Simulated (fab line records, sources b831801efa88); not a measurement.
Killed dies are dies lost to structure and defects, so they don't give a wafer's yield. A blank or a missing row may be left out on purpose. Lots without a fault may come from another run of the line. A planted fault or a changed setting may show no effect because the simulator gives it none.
Which tool did it? | flow gf180mcu | 24 lots, 72 wafers sampled, at 3 steps of a route of 602

WHAT THE GAUGES READ, wafer by wafer
GF_V3_CD_MEAS_14: target cd 260 nm.
lot  | measured     | on        | cd_nm (nm)
L074 | day 22 17:13 | cd_sem-01 | 259.3 258.8 258.6
L075 | day 22 19:40 | cd_sem-01 | 259.9 260.7 261.1
L077 | day 23 19:01 | cd_sem-02 | 258.7 259.9 259.4
L076 | day 23 19:06 | cd_sem-01 | 260.6 261.6 262.3
L078 | day 23 21:07 | cd_sem-01 | 257.5 258.4 256.8
L079 | day 24 13:34 | cd_sem-02 | 259.9 259.1 258.0
L080 | day 24 16:06 | cd_sem-02 | 259.5 258.8 259.2
L081 | day 25 02:27 | cd_sem-01 | 260.2 260.3 260.4
L082 | day 25 07:13 | cd_sem-02 | 257.0 257.5 258.6
L083 | day 25 13:58 | cd_sem-01 | 258.3 260.0 259.4
L084 | day 25 19:04 | cd_sem-01 | 259.2 260.0 260.2
L085 | day 26 07:51 | cd_sem-01 | 260.7 260.1 261.3
L086 | day 26 10:36 | cd_sem-02 | 261.8 261.9 261.8
L087 | day 26 21:46 | cd_sem-02 | 257.7 260.6 260.0
L088 | day 27 05:46 | cd_sem-02 | 261.1 260.8 262.0
L089 | day 27 06:58 | cd_sem-02 | 259.9 259.7 261.4
L090 | day 27 16:08 | cd_sem-01 | 261.9 261.9 260.4
L091 | day 27 22:51 | cd_sem-01 | 261.9 262.6 262.2
L092 | day 28 11:02 | cd_sem-01 | 259.0 259.1 259.2
L093 | day 28 13:58 | cd_sem-01 | 260.4 258.2 260.8
L094 | day 28 22:26 | cd_sem-02 | 261.7 260.2 261.4
L095 | day 29 05:51 | cd_sem-01 | 260.9 259.8 260.6
L096 | day 29 10:28 | cd_sem-01 | 261.3 260.4 260.7
L097 | day 29 16:48 | cd_sem-01 | 259.3 259.3 259.6

WHICH TOOL RAN EACH LOT (tool, then ch and the chambers of the sampled wafers, then the start)
lot  | GF_V1_SPUTTER_22             | GF_V3_CVD_02
L074 | pvd_sputter-03, day 18 11:15 | pecvd-01 ch 0,1,2, day 21 16:58
L075 | pvd_sputter-01, day 18 13:41 | pecvd-04 ch 1,2, day 21 19:30
L077 | pvd_sputter-03, day 19 14:15 | pecvd-04 ch 0,2, day 22 19:21
L076 | pvd_sputter-01, day 19 15:11 | pecvd-03 ch 0,1, day 22 19:59
L078 | pvd_sputter-02, day 19 17:37 | pecvd-03 ch 0,1,2, day 22 22:08
L079 | pvd_sputter-02, day 20 12:49 | pecvd-04 ch 0,2, day 23 14:52
L080 | pvd_sputter-03, day 20 13:30 | pecvd-03 ch 1,2, day 23 17:03
L081 | pvd_sputter-01, day 21 00:48 | pecvd-03 ch 1,2, day 24 04:06
L082 | pvd_sputter-02, day 21 06:37 | pecvd-03 ch 0,2, day 24 08:07
L083 | pvd_sputter-01, day 21 14:16 | pecvd-03 ch 1,2, day 24 15:40
L084 | pvd_sputter-02, day 21 20:01 | pecvd-03 ch 0,1,2, day 24 21:23
L085 | pvd_sputter-01, day 22 10:29 | pecvd-03 ch 0,2, day 25 10:38
L086 | pvd_sputter-03, day 22 12:49 | pecvd-01 ch 0,2, day 25 13:41
L087 | pvd_sputter-02, day 23 02:43 | pecvd-03 ch 0,1,2, day 26 00:22
L088 | pvd_sputter-03, day 23 09:27 | pecvd-04 ch 0,1,2, day 26 08:23
L089 | pvd_sputter-03, day 23 12:48 | pecvd-04 ch 0,2, day 26 09:56
L090 | pvd_sputter-01, day 23 22:34 | pecvd-04 ch 1,2, day 26 19:22
L091 | pvd_sputter-03, day 24 06:45 | pecvd-04 ch 0,2, day 27 02:30
L092 | pvd_sputter-01, day 24 18:56 | pecvd-01 ch 1,2, day 27 14:17
L093 | pvd_sputter-02, day 24 23:17 | pecvd-03 ch 0,1,2, day 27 17:57
L094 | pvd_sputter-03, day 25 09:02 | pecvd-01 ch 0,2, day 28 02:47
L095 | pvd_sputter-01, day 25 16:51 | pecvd-01 ch 0,1, day 28 09:26
L096 | pvd_sputter-01, day 25 21:20 | pecvd-03 ch 0,1,2, day 28 14:28
L097 | pvd_sputter-03, day 26 05:38 | pecvd-04 ch 1,2, day 28 21:13
- GF_V1_SPUTTER_22: material TiN, target thk 10 nm, time 40 s.
- GF_V3_CVD_02: deposits SiO2 from TEOS, target thk 850 nm, time 94.851 s.

WHAT THE TOOLS THEMSELVES READ (means of the sampled wafers that have a number; where no wafer has one, the mark that the record gives instead)
GF_V1_SPUTTER_22.
lot  | tool           | throttle_valve_pct (%)
L074 | pvd_sputter-03 | 31.1
L075 | pvd_sputter-01 | 30.6
L077 | pvd_sputter-03 | 30.5
L076 | pvd_sputter-01 | 29.9
L078 | pvd_sputter-02 | 29.0
L079 | pvd_sputter-02 | 29.7
L080 | pvd_sputter-03 | 29.6
L081 | pvd_sputter-01 | 30.1
L082 | pvd_sputter-02 | 30.7
L083 | pvd_sputter-01 | 29.2
L084 | pvd_sputter-02 | 29.7
L085 | pvd_sputter-01 | 29.4
L086 | pvd_sputter-03 | 30.3
L087 | pvd_sputter-02 | 30.0
L088 | pvd_sputter-03 | 30.3
L089 | pvd_sputter-03 | 30.5
L090 | pvd_sputter-01 | 29.7
L091 | pvd_sputter-03 | 30.2
L092 | pvd_sputter-01 | 30.4
L093 | pvd_sputter-02 | 29.8
L094 | pvd_sputter-03 | 30.2
L095 | pvd_sputter-01 | 29.7
L096 | pvd_sputter-01 | 29.2
L097 | pvd_sputter-03 | 29.9

GF_V3_CVD_02.
lot  | tool     | heater_power_w (W) | rf_fwd_power_W (W)
L074 | pecvd-01 | 574                | 593.5
L075 | pecvd-04 | 862                | 596.6
L077 | pecvd-04 | 737                | 595.7
L076 | pecvd-03 | 553                | 593.0
L078 | pecvd-03 | 612                | 595.2
L079 | pecvd-04 | 748                | 593.0
L080 | pecvd-03 | 619                | 596.2
L081 | pecvd-03 | 585                | 596.2
L082 | pecvd-03 | 571                | 595.0
L083 | pecvd-03 | 600                | 595.1
L084 | pecvd-03 | 602                | 595.3
L085 | pecvd-03 | 639                | 597.3
L086 | pecvd-01 | 606                | 596.5
L087 | pecvd-03 | 605                | 594.4
L088 | pecvd-04 | 723                | 595.5
L089 | pecvd-04 | 824                | 595.0
L090 | pecvd-04 | 778                | 598.1
L091 | pecvd-04 | 789                | 594.4
L092 | pecvd-01 | 510                | 595.2
L093 | pecvd-03 | 571                | 595.5
L094 | pecvd-01 | 584                | 594.6
L095 | pecvd-01 | 609                | 597.2
L096 | pecvd-03 | 649                | 594.9
L097 | pecvd-04 | 797                | 596.1

THE ANSWER, worked out from the rows above alone
Rule: what is usual is taken from the lots themselves. Put in order of their means at a reading, lots are off if they are a third of the lots or fewer, leave a main group of 4 or more, and stand apart from it by a gap of 3 or more times the standard deviation of the main group's means; of several such gaps the widest counts. A main group whose means are all the same, to the digits that the tables above print for the reading, isn't used. A lot without any number at a reading at which 4 lots or more have one is off too. The other lots that the step has rows for count as sound. The gauges are gone through in route order, then the tools' own readings, and for those a lot's mean is taken as printed above. The first step at which some lot is off is used, and at that step the reading that is off furthest; a lot without a number counts as furthest.
No lot is off at any reading shown: from this, nothing can be told.

WHAT THE SIMULATOR HAD PUT IN
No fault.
